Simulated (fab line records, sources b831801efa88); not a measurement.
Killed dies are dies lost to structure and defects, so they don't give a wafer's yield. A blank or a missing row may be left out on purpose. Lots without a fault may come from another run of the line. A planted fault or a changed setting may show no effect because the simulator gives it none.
Which tool did it? | flow sky130 | 11 lots, 33 wafers sampled, at 5 steps of a route of 708

WHAT THE GAUGES READ, wafer by wafer
SKY_SPACER_THK_MEAS_01.
lot  | measured     | on            | SPACER_CVD_00_THK (nm)
L113 | day 23 07:08 | film_metro-02 | 43.1 42.8 42.8
L114 | day 23 15:13 | film_metro-01 | 43.6 43.5 43.8
L118 | day 24 23:31 | film_metro-04 | 42.6 43.0 42.5
L119 | day 25 04:02 | film_metro-01 | 43.3 43.3 43.1
L120 | day 25 14:25 | film_metro-02 | 42.8 42.9 43.1
L121 | day 25 18:45 | film_metro-04 | 43.1 43.2 43.1
L122 | day 26 08:58 | film_metro-04 | 42.7 42.7 42.3
L123 | day 26 17:02 | film_metro-02 | 42.4 42.5 43.0
L131 | day 29 09:42 | film_metro-01 | 42.6 42.9 42.8
L133 | day 30 04:36 | film_metro-01 | 43.5 43.0 42.8
L136 | day 30 16:38 | film_metro-02 | 43.3 43.0 43.4

SKY_SD_N_RS_MEAS_16: measures by four-point-probe.
lot  | measured     | on            | SD_N_RS (ohm/sq)
L113 | day 28 05:13 | film_metro-01 | 68.51 68.78 68.43
L114 | day 28 12:44 | film_metro-01 | 68.66 68.69 68.70
L118 | day 29 19:26 | film_metro-01 | 68.64 68.60 68.45
L119 | day 30 01:16 | film_metro-01 | 68.56 68.65 68.57
L120 | day 30 10:29 | film_metro-03 | 68.63 68.76 68.65
L121 | day 30 15:13 | film_metro-01 | 68.49 68.60 68.59
L122 | day 31 03:16 | film_metro-01 | 68.34 68.52 68.33
L123 | day 31 10:31 | film_metro-03 | 68.72 68.60 68.57
L131 | day 34 01:35 | film_metro-01 | 63.11 63.16 63.42
L133 | day 34 17:59 | film_metro-03 | 63.27 63.25 63.20
L136 | day 35 06:25 | film_metro-03 | 68.69 68.63 68.70

SKY_SD_N_RS_MEAS_17: measures by four-point-probe.
lot  | measured     | on            | SD_P_RS (ohm/sq)
L113 | day 28 05:20 | film_metro-01 | 146.9 146.8 146.9
L114 | day 28 12:52 | film_metro-01 | 147.3 147.3 147.4
L118 | day 29 19:33 | film_metro-01 | 147.5 147.1 147.1
L119 | day 30 01:23 | film_metro-01 | 146.8 147.2 147.5
L120 | day 30 10:36 | film_metro-03 | 147.2 147.3 147.1
L121 | day 30 15:20 | film_metro-01 | 147.1 147.1 147.0
L122 | day 31 03:23 | film_metro-01 | 146.6 146.8 146.8
L123 | day 31 10:38 | film_metro-03 | 147.4 147.6 147.4
L131 | day 34 01:43 | film_metro-01 | 121.4 121.2 121.7
L133 | day 34 18:07 | film_metro-03 | 121.4 121.2 120.8
L136 | day 35 06:32 | film_metro-03 | 146.9 147.1 147.1

WHICH TOOL RAN EACH LOT (tool, then ch and the chambers of the sampled wafers, then the start)
lot  | SKY_SD_P_STRIP_10                    | SKY_SD_N_RTA_14
L113 | plasma_asher-01 ch 1, day 25 17:48   | rtp_anneal-01 ch 0, day 28 05:02
L114 | plasma_asher-02 ch 0,1, day 26 03:01 | rtp_anneal-02 ch 0, day 28 12:33
L118 | plasma_asher-02 ch 0,1, day 27 09:51 | rtp_anneal-02 ch 0, day 29 19:15
L119 | plasma_asher-02 ch 0,1, day 27 16:04 | rtp_anneal-01 ch 0, day 30 01:04
L120 | plasma_asher-01 ch 0,1, day 28 01:02 | rtp_anneal-02 ch 0, day 30 10:17
L121 | plasma_asher-02 ch 0,1, day 28 05:41 | rtp_anneal-01 ch 0, day 30 15:02
L122 | plasma_asher-01 ch 0,1, day 28 18:55 | rtp_anneal-02 ch 0, day 31 03:05
L123 | plasma_asher-03 ch 0,1, day 29 02:17 | rtp_anneal-01 ch 0, day 31 10:21
L131 | plasma_asher-01 ch 0,1, day 31 17:57 | rtp_anneal-01 ch 0, day 34 01:25
L133 | plasma_asher-01 ch 0,1, day 32 12:21 | rtp_anneal-01 ch 0, day 34 17:49
L136 | plasma_asher-03 ch 0,1, day 33 00:16 | rtp_anneal-02 ch 0, day 35 06:14
- SKY_SD_P_STRIP_10: strips in O2/N2.
- SKY_SD_N_RTA_14: time 2 s.

WHAT THE TOOLS THEMSELVES READ (means of the sampled wafers that have a number; where no wafer has one, the mark that the record gives instead)
SKY_SD_P_STRIP_10.
lot  | tool            | drypump_motor_current_A (A) | oes_product_au (a.u.) | strip_time_to_endpoint_s (s)
L113 | plasma_asher-01 | 5.4                         | 0.616                 | 17.48
L114 | plasma_asher-02 | 5.7                         | 0.621                 | 17.45
L118 | plasma_asher-02 | 5.7                         | 0.617                 | 17.54
L119 | plasma_asher-02 | 5.7                         | 0.621                 | 17.51
L120 | plasma_asher-01 | 5.0                         | 0.620                 | 17.51
L121 | plasma_asher-02 | 5.6                         | 0.613                 | 17.49
L122 | plasma_asher-01 | 5.2                         | 0.615                 | 17.49
L123 | plasma_asher-03 | 5.9                         | 0.612                 | 17.51
L131 | plasma_asher-01 | 5.0                         | 0.621                 | 17.46
L133 | plasma_asher-01 | 5.0                         | 0.613                 | 17.51
L136 | plasma_asher-03 | 6.0                         | 0.614                 | 17.51

SKY_SD_N_RTA_14.
lot  | tool          | chamber_o2_ppm | lamp_power_pct (%) | wafer_temp_C_max
L113 | rtp_anneal-01 | 1.970          | 15.80              | 1078.9
L114 | rtp_anneal-02 | 2.028          | 15.75              | 1078.2
L118 | rtp_anneal-02 | 2.021          | 15.77              | 1078.7
L119 | rtp_anneal-01 | 1.993          | 15.78              | 1078.3
L120 | rtp_anneal-02 | 2.014          | 15.72              | 1079.1
L121 | rtp_anneal-01 | 2.011          | 15.68              | 1077.5
L122 | rtp_anneal-02 | 2.006          | 15.71              | 1076.9
L123 | rtp_anneal-01 | 1.991          | 15.75              | 1078.5
L131 | rtp_anneal-01 | 2.006          | 16.55              | 1108.1
L133 | rtp_anneal-01 | 2.028          | 16.49              | 1106.9
L136 | rtp_anneal-02 | 1.993          | 15.71              | 1078.6

THE ANSWER, worked out from the rows above alone
Rule: what is usual is taken from the lots themselves. Put in order of their means at a reading, lots are off if they are a third of the lots or fewer, leave a main group of 4 or more, and stand apart from it by a gap of 3 or more times the standard deviation of the main group's means; of several such gaps the widest counts. A main group whose means are all the same, to the digits that the tables above print for the reading, isn't used. A lot without any number at a reading at which 4 lots or more have one is off too. The other lots that the step has rows for count as sound. The gauges are gone through in route order, then the tools' own readings, and for those a lot's mean is taken as printed above. The first step at which some lot is off is used, and at that step the reading that is off furthest; a lot without a number counts as furthest.
Off: L131, L133, at SKY_SD_N_RS_MEAS_16 (SD_N_RS). The main group: mean 68.59 ohm/sq, standard deviation 0.085.
A tool fits if, at a process step before that reading, it ran every lot that is off, and no sound lot after the first of them. The gauges at SKY_SD_N_RS_MEAS_16 aren't tried: what is off there is off at SKY_SD_N_RTA_14 too, on other tools, and a gauge's error can't cause that. Can't be told from this: 2 tools fit, plasma_asher-01 at SKY_SD_P_STRIP_10, rtp_anneal-01 at SKY_SD_N_RTA_14.

WHAT THE SIMULATOR HAD PUT IN
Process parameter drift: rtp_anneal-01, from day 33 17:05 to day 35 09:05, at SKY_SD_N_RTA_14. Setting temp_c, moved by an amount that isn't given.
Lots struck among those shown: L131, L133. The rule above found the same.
